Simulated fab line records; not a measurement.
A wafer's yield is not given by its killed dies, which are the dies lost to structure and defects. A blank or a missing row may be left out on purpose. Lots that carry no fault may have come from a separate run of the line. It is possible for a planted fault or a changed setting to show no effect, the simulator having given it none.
Which of the tools did it? / flow gf180mcu / 12 lots, 36 wafers sampled, at 6 steps of a route of 602

== WHAT THE GAUGES SHOWED, per wafer ==
GF_HV_LDD_CD_MEAS_46 targets a cd of 400 nm. Usual: cd-nm 400.0 nm, standard deviation 2.5.
lot=L987; measured=day 12 16:07; on=cd-sem-01; cd-nm (nm)=402.3 398.6 402.0; flag=
lot=L988; measured=day 12 21:08; on=cd-sem-01; cd-nm (nm)=397.6 399.3 400.3; flag=
lot=L993; measured=day 14 17:16; on=cd-sem-02; cd-nm (nm)=403.2 402.8 402.1; flag=
lot=L997; measured=day 16 03:10; on=cd-sem-01; cd-nm (nm)=402.7 404.5 401.8; flag=
lot=L100; measured=day 17 07:37; on=cd-sem-02; cd-nm (nm)=398.6 398.0 396.6; flag=
lot=L101; measured=day 17 18:07; on=cd-sem-01; cd-nm (nm)=399.4 401.4 400.2; flag=
lot=L102; measured=day 17 18:20; on=cd-sem-02; cd-nm (nm)=402.4 399.3 399.7; flag=
lot=L104; measured=day 18 13:44; on=cd-sem-01; cd-nm (nm)=394.3 396.1 396.4; flag=
lot=L106; measured=day 19 01:22; on=cd-sem-01; cd-nm (nm)=401.2 399.8 400.4; flag=
lot=L107; measured=day 19 11:45; on=cd-sem-02; cd-nm (nm)=400.9 400.8 401.9; flag=
lot=L108; measured=day 19 20:55; on=cd-sem-02; cd-nm (nm)=400.2 400.6 403.4; flag=
lot=L109; measured=day 20 01:34; on=cd-sem-01; cd-nm (nm)=399.8 400.8 401.3; flag=

GF_PSD_OVL_MEAS_08. Usual: PSD_OVL gives 0.4 nm (standard deviation 1.7).
lot=L987; measured=day 14 12:41; on=overlay-01; PSD_OVL (nm)=1.2 0.4 0.5; flag=
lot=L988; measured=day 14 19:02; on=overlay-01; PSD_OVL (nm)=0.6 0.1 1.0; flag=
lot=L993; measured=day 16 16:38; on=overlay-02; PSD_OVL (nm)=0.2 1.7 0.8; flag=
lot=L997; measured=day 18 04:20; on=overlay-02; PSD_OVL (nm)=3.3 2.9 0.9; flag=
lot=L100; measured=day 19 09:34; on=overlay-01; PSD_OVL (nm)=1.8 1.6 1.5; flag=
lot=L101; measured=day 19 21:38; on=overlay-01; PSD_OVL (nm)=2.5 0.5 2.9; flag=
lot=L102; measured=day 19 22:11; on=overlay-01; PSD_OVL (nm)=-2.4 0.4 -1.0; flag=
lot=L104; measured=day 20 17:57; on=overlay-02; PSD_OVL (nm)=-1.2 -1.2 -1.0; flag=
lot=L106; measured=day 21 05:22; on=overlay-02; PSD_OVL (nm)=0.1 -0.4 -1.0; flag=
lot=L107; measured=day 21 15:39; on=overlay-02; PSD_OVL (nm)=1.2 0.1 -0.2; flag=
lot=L108; measured=day 21 23:38; on=overlay-01; PSD_OVL (nm)=1.7 0.3 1.0; flag=
lot=L109; measured=day 22 04:34; on=overlay-02; PSD_OVL (nm)=-0.1 -0.2 -0.4; flag=

GF_PSD_RS_MEAS_15: a four-point-probe measurement. Usual: PSD_RS gives 108.68 ohm/sq (standard deviation 0.26).
lot=L987; measured=day 14 13:18; on=film-metro-03; PSD_RS (ohm/sq)=108.45 108.31 108.72; flag=
lot=L988; measured=day 14 19:41; on=film-metro-02; PSD_RS (ohm/sq)=108.73 108.50 108.43; flag=
lot=L993; measured=day 16 17:13; on=film-metro-02; PSD_RS (ohm/sq)=111.55 111.49 111.53; flag=OFF
lot=L997; measured=day 18 04:56; on=film-metro-03; PSD_RS (ohm/sq)=111.91 111.70 111.83; flag=OFF
lot=L100; measured=day 19 10:10; on=film-metro-03; PSD_RS (ohm/sq)=108.89 109.04 108.84; flag=
lot=L101; measured=day 19 22:15; on=film-metro-02; PSD_RS (ohm/sq)=109.00 108.75 108.56; flag=
lot=L102; measured=day 19 22:49; on=film-metro-01; PSD_RS (ohm/sq)=108.80 109.10 108.77; flag=
lot=L104; measured=day 20 18:43; on=film-metro-02; PSD_RS (ohm/sq)=108.08 108.71 108.14; flag=
lot=L106; measured=day 21 06:00; on=film-metro-02; PSD_RS (ohm/sq)=108.55 109.07 108.58; flag=
lot=L107; measured=day 21 16:16; on=film-metro-01; PSD_RS (ohm/sq)=108.46 108.67 108.66; flag=
lot=L108; measured=day 22 00:17; on=film-metro-02; PSD_RS (ohm/sq)=108.96 108.55 108.63; flag=
lot=L109; measured=day 22 05:11; on=film-metro-01; PSD_RS (ohm/sq)=108.65 108.46 108.61; flag=

GF_CONTACT_CD_MEAS_14 targets a cd of 220 nm. Usual: cd-nm 219.5 nm, standard deviation 2.
lot=L987; measured=day 16 09:44; on=cd-sem-01; cd-nm (nm)=218.6 218.6 218.4; flag=
lot=L988; measured=day 16 16:46; on=cd-sem-01; cd-nm (nm)=220.2 220.6 221.6; flag=
lot=L993; measured=day 18 17:13; on=cd-sem-01; cd-nm (nm)=220.8 218.4 219.9; flag=
lot=L997; measured=day 20 06:31; on=cd-sem-01; cd-nm (nm)=221.5 222.4 220.9; flag=
lot=L100; measured=day 21 12:04; on=cd-sem-02; cd-nm (nm)=221.7 221.2 221.2; flag=
lot=L101; measured=day 21 23:16; on=cd-sem-01; cd-nm (nm)=218.2 219.0 219.0; flag=
lot=L102; measured=day 21 23:38; on=cd-sem-01; cd-nm (nm)=222.5 222.0 222.7; flag=
lot=L104; measured=day 22 19:26; on=cd-sem-01; cd-nm (nm)=219.8 221.9 220.3; flag=
lot=L106; measured=day 23 06:17; on=cd-sem-02; cd-nm (nm)=219.8 220.2 221.5; flag=
lot=L107; measured=day 23 16:35; on=cd-sem-02; cd-nm (nm)=216.1 216.0 216.4; flag=
lot=L108; measured=day 23 23:19; on=cd-sem-01; cd-nm (nm)=217.9 218.6 219.2; flag=
lot=L109; measured=day 24 04:34; on=cd-sem-01; cd-nm (nm)=219.2 218.8 217.9; flag=

== WHAT TOOL EACH LOT RAN ON (gives the tool, then ch and the chambers of the sampled wafers, and finally the start) ==
lot=L987; GF_PSD_IMPLANT_09=implanter-03 ch 0, day 14 12:44; GF_PSD_STRIP_10=plasma-asher-03 ch 1, day 14 12:53
lot=L988; GF_PSD_IMPLANT_09=implanter-03 ch 0, day 14 19:04; GF_PSD_STRIP_10=plasma-asher-03 ch 0,1, day 14 19:13
lot=L993; GF_PSD_IMPLANT_09=implanter-01 ch 0, day 16 16:40; GF_PSD_STRIP_10=plasma-asher-03 ch 0,1, day 16 16:49
lot=L997; GF_PSD_IMPLANT_09=implanter-01 ch 0, day 18 04:23; GF_PSD_STRIP_10=plasma-asher-01 ch 0,1, day 18 04:32
lot=L100; GF_PSD_IMPLANT_09=implanter-04 ch 0, day 19 09:37; GF_PSD_STRIP_10=plasma-asher-01 ch 0, day 19 09:46
lot=L101; GF_PSD_IMPLANT_09=implanter-04 ch 0, day 19 21:41; GF_PSD_STRIP_10=plasma-asher-02 ch 0,1, day 19 21:50
lot=L102; GF_PSD_IMPLANT_09=implanter-03 ch 0, day 19 22:14; GF_PSD_STRIP_10=plasma-asher-03 ch 0,1, day 19 22:22
lot=L104; GF_PSD_IMPLANT_09=implanter-04 ch 0, day 20 18:02; GF_PSD_STRIP_10=plasma-asher-03 ch 0,1, day 20 18:17
lot=L106; GF_PSD_IMPLANT_09=implanter-01 ch 0, day 21 05:27; GF_PSD_STRIP_10=plasma-asher-01 ch 0,1, day 21 05:34
lot=L107; GF_PSD_IMPLANT_09=implanter-01 ch 0, day 21 15:43; GF_PSD_STRIP_10=plasma-asher-01 ch 0,1, day 21 15:50
lot=L108; GF_PSD_IMPLANT_09=implanter-01 ch 0, day 21 23:44; GF_PSD_STRIP_10=plasma-asher-03 ch 0,1, day 21 23:50
lot=L109; GF_PSD_IMPLANT_09=implanter-01 ch 0, day 22 04:37; GF_PSD_STRIP_10=plasma-asher-02 ch 0,1, day 22 04:46
- GF_PSD_IMPLANT_09
- GF_PSD_STRIP_10: strips in O2/N2.

== AS READ BY THE TOOLS THEMSELVES (means over the sampled wafers that have a number; for cases with no such wafer, the mark the record gives instead) ==
GF_PSD_IMPLANT_09. Usual: dose-ions-cm2 1.4998e+15, standard deviation 1.5e+12; faraday-current-uA 8250, standard deviation 170.
lot=L987 tool=implanter-03 dose-ions-cm2=1.5002e+15 faraday-current-uA=8236 flag=
lot=L988 tool=implanter-03 dose-ions-cm2=1.5005e+15 faraday-current-uA=8112 flag=
lot=L993 tool=implanter-01 dose-ions-cm2=1.3829e+15 faraday-current-uA=7661 flag=OFF
lot=L997 tool=implanter-01 dose-ions-cm2=1.3835e+15 faraday-current-uA=7829 flag=OFF
lot=L100 tool=implanter-04 dose-ions-cm2=1.5002e+15 faraday-current-uA=8285 flag=
lot=L101 tool=implanter-04 dose-ions-cm2=1.4995e+15 faraday-current-uA=8219 flag=
lot=L102 tool=implanter-03 dose-ions-cm2=1.4990e+15 faraday-current-uA=8388 flag=
lot=L104 tool=implanter-04 dose-ions-cm2=1.4996e+15 faraday-current-uA=8370 flag=
lot=L106 tool=implanter-01 dose-ions-cm2=1.4996e+15 faraday-current-uA=8437 flag=
lot=L107 tool=implanter-01 dose-ions-cm2=1.4989e+15 faraday-current-uA=8307 flag=
lot=L108 tool=implanter-01 dose-ions-cm2=1.4995e+15 faraday-current-uA=8196 flag=
lot=L109 tool=implanter-01 dose-ions-cm2=1.5016e+15 faraday-current-uA=8285 flag=

GF_PSD_STRIP_10. Usual: drypump-motor-current-A 6.1 A, standard deviation 0.52; heater-power-w 338 W, standard deviation 37; oes-product-au 0.592 a.u., standard deviation 0.0047; strip-time-to-endpoint-s 16.53 s, standard deviation 0.033.
lot=L987; tool=plasma-asher-03; drypump-motor-current-A (A)=6.6; heater-power-w (W)=362; oes-product-au (a.u.)=0.589; strip-time-to-endpoint-s (s)=16.54; flag=
lot=L988; tool=plasma-asher-03; drypump-motor-current-A (A)=6.5; heater-power-w (W)=346; oes-product-au (a.u.)=0.597; strip-time-to-endpoint-s (s)=16.52; flag=
lot=L993; tool=plasma-asher-03; drypump-motor-current-A (A)=6.6; heater-power-w (W)=344; oes-product-au (a.u.)=0.596; strip-time-to-endpoint-s (s)=16.25; flag=OFF
lot=L997; tool=plasma-asher-01; drypump-motor-current-A (A)=5.8; heater-power-w (W)=346; oes-product-au (a.u.)=0.599; strip-time-to-endpoint-s (s)=16.25; flag=OFF
lot=L100; tool=plasma-asher-01; drypump-motor-current-A (A)=5.3; heater-power-w (W)=285; oes-product-au (a.u.)=0.589; strip-time-to-endpoint-s (s)=16.55; flag=
lot=L101; tool=plasma-asher-02; drypump-motor-current-A (A)=5.8; heater-power-w (W)=363; oes-product-au (a.u.)=0.593; strip-time-to-endpoint-s (s)=16.53; flag=
lot=L102; tool=plasma-asher-03; drypump-motor-current-A (A)=6.6; heater-power-w (W)=348; oes-product-au (a.u.)=0.588; strip-time-to-endpoint-s (s)=16.57; flag=
lot=L104; tool=plasma-asher-03; drypump-motor-current-A (A)=6.6; heater-power-w (W)=348; oes-product-au (a.u.)=0.593; strip-time-to-endpoint-s (s)=16.59; flag=
lot=L106; tool=plasma-asher-01; drypump-motor-current-A (A)=5.8; heater-power-w (W)=348; oes-product-au (a.u.)=0.592; strip-time-to-endpoint-s (s)=16.50; flag=
lot=L107; tool=plasma-asher-01; drypump-motor-current-A (A)=5.8; heater-power-w (W)=348; oes-product-au (a.u.)=0.592; strip-time-to-endpoint-s (s)=16.47; flag=
lot=L108; tool=plasma-asher-03; drypump-motor-current-A (A)=6.6; heater-power-w (W)=351; oes-product-au (a.u.)=0.594; strip-time-to-endpoint-s (s)=16.54; flag=
lot=L109; tool=plasma-asher-02; drypump-motor-current-A (A)=5.8; heater-power-w (W)=359; oes-product-au (a.u.)=0.588; strip-time-to-endpoint-s (s)=16.52; flag=

== THE ANSWER, worked out from the rows above alone ==
Rule: a lot counts as off when the mean over its wafers that have a number is more than 3 standard deviations away from the usual mean. Also off: a lot with no number at a reading for which 4 or more lots have one. Any other lot the step has rows for is counted as sound. First the gauges in route order, then the tools' own readings, where a lot's mean is used as printed above. At the first step where some lot is off, the reading lying furthest off is the one used; lots without a number count as furthest.
Off: L993, L997, seen at GF_PSD_RS_MEAS_15 (PSD_RS).
A tool fits if, at a process step before that reading, it ran every lot that is off, and no sound lot after the first of them. The gauges at GF_PSD_RS_MEAS_15 aren't tried: what is off there is off at GF_PSD_IMPLANT_09 too, on other tools, and a gauge's error can't cause that. No candidate that was tried fits.

== WHAT THE SIMULATOR HAD INSERTED ==
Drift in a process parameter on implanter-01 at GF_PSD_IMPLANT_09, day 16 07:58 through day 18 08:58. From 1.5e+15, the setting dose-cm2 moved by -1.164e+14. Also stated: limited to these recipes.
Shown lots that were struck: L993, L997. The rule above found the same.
